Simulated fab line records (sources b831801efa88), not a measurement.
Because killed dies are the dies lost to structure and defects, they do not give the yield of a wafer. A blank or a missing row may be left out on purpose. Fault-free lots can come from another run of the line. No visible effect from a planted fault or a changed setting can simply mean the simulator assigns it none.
Check for tools in common :: flow sky130 :: 42 wafers sampled across 12 lots

REASON IT WAS OPENED
2 of 12 lots carry a flag on the reading SONOS_ONO_CVD_04_THK at SKY_SONOS_ONO_THK_MEAS_05. Fault-free wafers read 5.79 nm, with a standard deviation of 0.11.
Rule: a lot is flagged when every wafer of it that has a number lies more than 4 standard deviations from that mean, or none has a number. The other lots count as sound.

lot: L596
measured: day 11 17:16
on: filmMetro-04
SONOS_ONO_CVD_04_THK (nm), wafer by wafer: 5.89 5.93 5.95
flag: 

lot: L597
measured: day 11 23:10
on: filmMetro-04
SONOS_ONO_CVD_04_THK (nm), wafer by wafer: 5.73 5.70 5.76
flag: 

lot: L598
measured: day 12 11:10
on: filmMetro-04
SONOS_ONO_CVD_04_THK (nm), wafer by wafer: 5.71 5.71 5.69
flag: 

lot: L599
measured: day 12 18:22
on: filmMetro-03
SONOS_ONO_CVD_04_THK (nm), wafer by wafer: 5.91 5.84 5.78
flag: 

lot: L603
measured: day 13 18:20
on: filmMetro-03
SONOS_ONO_CVD_04_THK (nm), wafer by wafer: 5.76 5.79 5.69
flag: 

lot: L604
measured: day 14 03:21
on: filmMetro-03
SONOS_ONO_CVD_04_THK (nm), wafer by wafer: 4.65 4.70 4.65 4.67 4.68 4.66
flag: FLAGGED

lot: L605
measured: day 14 07:53
on: filmMetro-03
SONOS_ONO_CVD_04_THK (nm), wafer by wafer: 4.51 4.54 4.53 4.51 4.58 4.47
flag: FLAGGED

lot: L614
measured: day 17 13:26
on: filmMetro-03
SONOS_ONO_CVD_04_THK (nm), wafer by wafer: 5.89 5.91 5.86
flag: 

lot: L615
measured: day 18 00:56
on: filmMetro-04
SONOS_ONO_CVD_04_THK (nm), wafer by wafer: 5.74 5.77 5.71
flag: 

lot: L617
measured: day 18 18:07
on: filmMetro-04
SONOS_ONO_CVD_04_THK (nm), wafer by wafer: 5.81 5.76 5.85
flag: 

lot: L618
measured: day 18 20:32
on: filmMetro-04
SONOS_ONO_CVD_04_THK (nm), wafer by wafer: 5.91 5.72 5.80
flag: 

lot: L619
measured: day 18 23:40
on: filmMetro-02
SONOS_ONO_CVD_04_THK (nm), wafer by wafer: 5.85 5.82 5.87
flag: 
The numbers of the flagged lots are 4.60 nm on average: -1.19 nm against the usual, or -11 standard deviations.

WHICH TOOL RAN EACH LOT
The record holds 2 process steps before the reading, out of a route of 708 steps. Read each cell as the tool, then ch plus the chambers that the sampled wafers visited, then the start.
lot: L596
flag: 
SKY_FIELD_ISO_STRIP_16: plasmaAsher-02 ch 0, day 2 04:55
SKY_SONOS_ONO_CVD_04: lpcvd-03 ch 0, day 11 16:01

lot: L597
flag: 
SKY_FIELD_ISO_STRIP_16: plasmaAsher-02 ch 0,1, day 2 11:47
SKY_SONOS_ONO_CVD_04: lpcvd-03 ch 0, day 11 21:54

lot: L598
flag: 
SKY_FIELD_ISO_STRIP_16: plasmaAsher-04 ch 0,1, day 2 17:51
SKY_SONOS_ONO_CVD_04: lpcvd-03 ch 0, day 12 09:55

lot: L599
flag: 
SKY_FIELD_ISO_STRIP_16: plasmaAsher-01 ch 0, day 2 21:48
SKY_SONOS_ONO_CVD_04: lpcvd-03 ch 1, day 12 17:06

lot: L603
flag: 
SKY_FIELD_ISO_STRIP_16: plasmaAsher-01 ch 0,1, day 3 17:43
SKY_SONOS_ONO_CVD_04: lpcvd-03 ch 1, day 13 17:05

lot: L604
flag: FLAGGED
SKY_FIELD_ISO_STRIP_16: plasmaAsher-04 ch 0,1, day 3 21:58
SKY_SONOS_ONO_CVD_04: lpcvd-03 ch 1, day 14 02:05

lot: L605
flag: FLAGGED
SKY_FIELD_ISO_STRIP_16: plasmaAsher-04 ch 0,1, day 4 03:52
SKY_SONOS_ONO_CVD_04: lpcvd-03 ch 1, day 14 06:37

lot: L614
flag: 
SKY_FIELD_ISO_STRIP_16: plasmaAsher-01 ch 0,1, day 6 00:46
SKY_SONOS_ONO_CVD_04: lpcvd-03 ch 0, day 17 12:10

lot: L615
flag: 
SKY_FIELD_ISO_STRIP_16: plasmaAsher-04 ch 0,1, day 6 08:42
SKY_SONOS_ONO_CVD_04: lpcvd-03 ch 0, day 17 23:41

lot: L617
flag: 
SKY_FIELD_ISO_STRIP_16: plasmaAsher-02 ch 0,1, day 6 17:19
SKY_SONOS_ONO_CVD_04: lpcvd-03 ch 1, day 18 16:52

lot: L618
flag: 
SKY_FIELD_ISO_STRIP_16: plasmaAsher-04 ch 0,1, day 6 23:39
SKY_SONOS_ONO_CVD_04: lpcvd-03 ch 0, day 18 19:17

lot: L619
flag: 
SKY_FIELD_ISO_STRIP_16: plasmaAsher-02 ch 0, day 7 04:39
SKY_SONOS_ONO_CVD_04: lpcvd-03 ch 1, day 18 22:24
What the steps here do:
- SKY_FIELD_ISO_STRIP_16: strips in O2/N2.
- SKY_SONOS_ONO_CVD_04: deposits SiO2 from SiH4/N2O, target thk 5.7199 nm.
- SKY_SONOS_ONO_THK_MEAS_05

FLAGGED OVER TOTAL, TOOL BY TOOL (the gauges that took the reading come last)
step: SKY_FIELD_ISO_STRIP_16
tool: plasmaAsher-01
lots run: 3
flagged: 0
share of the flagged lots: none
sound lots run after its first flagged lot: -

step: SKY_FIELD_ISO_STRIP_16
tool: plasmaAsher-02
lots run: 4
flagged: 0
share of the flagged lots: none
sound lots run after its first flagged lot: -

step: SKY_FIELD_ISO_STRIP_16
tool: plasmaAsher-04
lots run: 5
flagged: 2
share of the flagged lots: all
sound lots run after its first flagged lot: 2 (L615,L618)

step: SKY_SONOS_ONO_CVD_04
tool: lpcvd-03
lots run: 12
flagged: 2
share of the flagged lots: all
sound lots run after its first flagged lot: 5 (L614,L615,L617,L618,L619)

step: SKY_SONOS_ONO_THK_MEAS_05
tool: filmMetro-02
lots run: 1
flagged: 0
share of the flagged lots: none
sound lots run after its first flagged lot: -

step: SKY_SONOS_ONO_THK_MEAS_05
tool: filmMetro-03
lots run: 5
flagged: 2
share of the flagged lots: all
sound lots run after its first flagged lot: 1 (L614)

step: SKY_SONOS_ONO_THK_MEAS_05
tool: filmMetro-04
lots run: 6
flagged: 0
share of the flagged lots: none
sound lots run after its first flagged lot: -

WHAT IS ALLOWED BY THE TABLE
In the table, 3 rows ran each flagged lot (plasmaAsher-04 at SKY_FIELD_ISO_STRIP_16; lpcvd-03 at SKY_SONOS_ONO_CVD_04; filmMetro-03 at SKY_SONOS_ONO_THK_MEAS_05).
- plasmaAsher-04 at SKY_FIELD_ISO_STRIP_16 ran 5 lots, 2 of them flagged. After the first flagged lot (L615, L618), sound lots still ran on it; a lasting fault on the whole tool would not permit that.
- lpcvd-03 at SKY_SONOS_ONO_CVD_04 ran 12 lots, 2 of them flagged. After the first flagged lot (L614, L615, L617, L618, L619), sound lots still ran on it; a lasting fault on the whole tool would not permit that.
- filmMetro-03 at SKY_SONOS_ONO_THK_MEAS_05 ran 5 lots, 2 of them flagged. After the first flagged lot (L614), sound lots still ran on it; a lasting fault on the whole tool would not permit that.
None of the table's rows ran every flagged lot and, after the first, no sound lot.

WHAT THE SIMULATOR HAD INSERTED
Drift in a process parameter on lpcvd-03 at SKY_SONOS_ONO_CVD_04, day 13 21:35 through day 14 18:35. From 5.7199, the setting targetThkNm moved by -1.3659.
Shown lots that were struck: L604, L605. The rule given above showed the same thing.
